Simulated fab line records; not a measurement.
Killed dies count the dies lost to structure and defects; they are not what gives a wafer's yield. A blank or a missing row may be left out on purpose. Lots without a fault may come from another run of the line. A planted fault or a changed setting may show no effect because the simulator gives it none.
Split-lot experiment	flow gf180mcu	route with 602 steps; 5 lots, 23 wafers read

== ON THE SPLIT ==
At GF_M1_SPUTTER_03 (material Ti, target thk 10 nm, time 6.7 s), the setting time_s was moved away from the recipe's 6.7 s on 7 of the 23 wafers read, by +4.6% to +10.6%. The other wafers ran this setting at the recipe's value.

Reading taken at the split's own step.

== THE READING ==
Ti_of_M1_SPUTTER_03.thk_nm (the simulator's own value, which no gauge read), in nm, at GF_M1_SPUTTER_03 (material Ti, target thk 10 nm, time 6.7 s). There is no usual value for it anywhere in the file. Average 10.030 nm, standard deviation 0.13 nm, over the 16 wafers here run with the recipe.

wafer	tool, chamber at the split	time_s as run, s	against the recipe	Ti_of_M1_SPUTTER_03.thk_nm, nm	against lot-mates on the recipe
L080.1	pvd_sputter-03, -	7.412	+10.6%	11.08	+1.054
L080.2	pvd_sputter-03, -	7.412	+10.6%	11.03	+1.004
L080.3	pvd_sputter-03, -	6.7	recipe	9.963	-
L080.5	pvd_sputter-03, -	7.412	+10.6%	11.02	+0.994
L080.6	pvd_sputter-03, -	6.7	recipe	10.09	-
L082.1	pvd_sputter-03, -	6.7	recipe	10.27	-
L082.3	pvd_sputter-03, -	6.7	recipe	10.15	-
L082.6	pvd_sputter-03, -	6.7	recipe	10.15	-
L082.4	pvd_sputter-03, -	6.7	recipe	9.99	-
L082.5	pvd_sputter-03, -	6.7	recipe	10.1	-
L083.2	pvd_sputter-03, -	7.11	+6.1%	10.47	+0.579
L083.3	pvd_sputter-03, -	6.7	recipe	9.751	-
L083.4	pvd_sputter-03, -	6.7	recipe	10.09	-
L083.5	pvd_sputter-03, -	7.11	+6.1%	10.6	+0.709
L083.6	pvd_sputter-03, -	6.7	recipe	9.833	-
L084.3	pvd_sputter-03, -	6.7	recipe	9.873	-
L084.4	pvd_sputter-03, -	6.7	recipe	10.1	-
L084.6	pvd_sputter-03, -	6.7	recipe	9.95	-
L085.2	pvd_sputter-01, -	6.7	recipe	10.03	-
L085.3	pvd_sputter-01, -	7.007	+4.6%	10.36	+0.304
L085.4	pvd_sputter-01, -	7.007	+4.6%	10.77	+0.714
L085.5	pvd_sputter-01, -	6.7	recipe	10.17	-
L085.6	pvd_sputter-01, -	6.7	recipe	9.967	-

THE FIT
A straight line over all 23 wafers: Ti_of_M1_SPUTTER_03.thk_nm changes by +0.0949 nm for each +1% of time_s; r = +0.94; the points scatter about the line by 0.14 nm.
The same after taking each lot's own level away (the mean of its wafers on the recipe; 23 wafers): +0.098 nm for each +1%; r = +0.96; scatter 0.11 nm.
The reading moves by 1 nm for the largest change in time_s, on that fit.
The lots' own levels span 9.8913 to 10.1320 nm, that is 1.8 times the standard deviation above.
The two slopes are in agreement: the lot-to-lot level therefore moves the slope only a little.
Check: +1.05 nm against its lot-mates is what the line predicts for one of the wafers moved furthest among these (+10.6%) when that wafer is left out of the fit. It came out at +1.05 nm against them.

== ADDITIONAL SPLITS CARRIED BY THESE WAFERS ==
Other splits were also applied to these wafers ahead of the reading. Each is held against what the fit with the lots' levels taken away leaves over:
other split on the same wafers	wafers away from the commonest value	r with Ti_of_M1_SPUTTER_03.thk_nm (lot level and that fit taken away)
GF_HV_LDD_IMPLANT_21 dose_cm2	5	-0.11
GF_HV_LDD_IMPLANT_48 dose_cm2	5	+0.00
GF_HV_LDD_CVD_56 time_s	15	-0.10
GF_NSD_IMPLANT_10 dose_cm2	10	-0.21
GF_SAB_COAT_04 spin_rpm	10	-0.37
GF_SALICIDE_SPUTTER_03 power_w	8	-0.05
GF_CONTACT_CVD_00 sih4_flow_sccm	11	-0.26
GF_M1_SPUTTER_00 chamber_pressure_pa	18	+0.01

== FILE'S OWN FIT ==
Ti_of_M1_SPUTTER_03.thk_nm changes by +0.0998 nm for each +1% of time_s, r = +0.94.
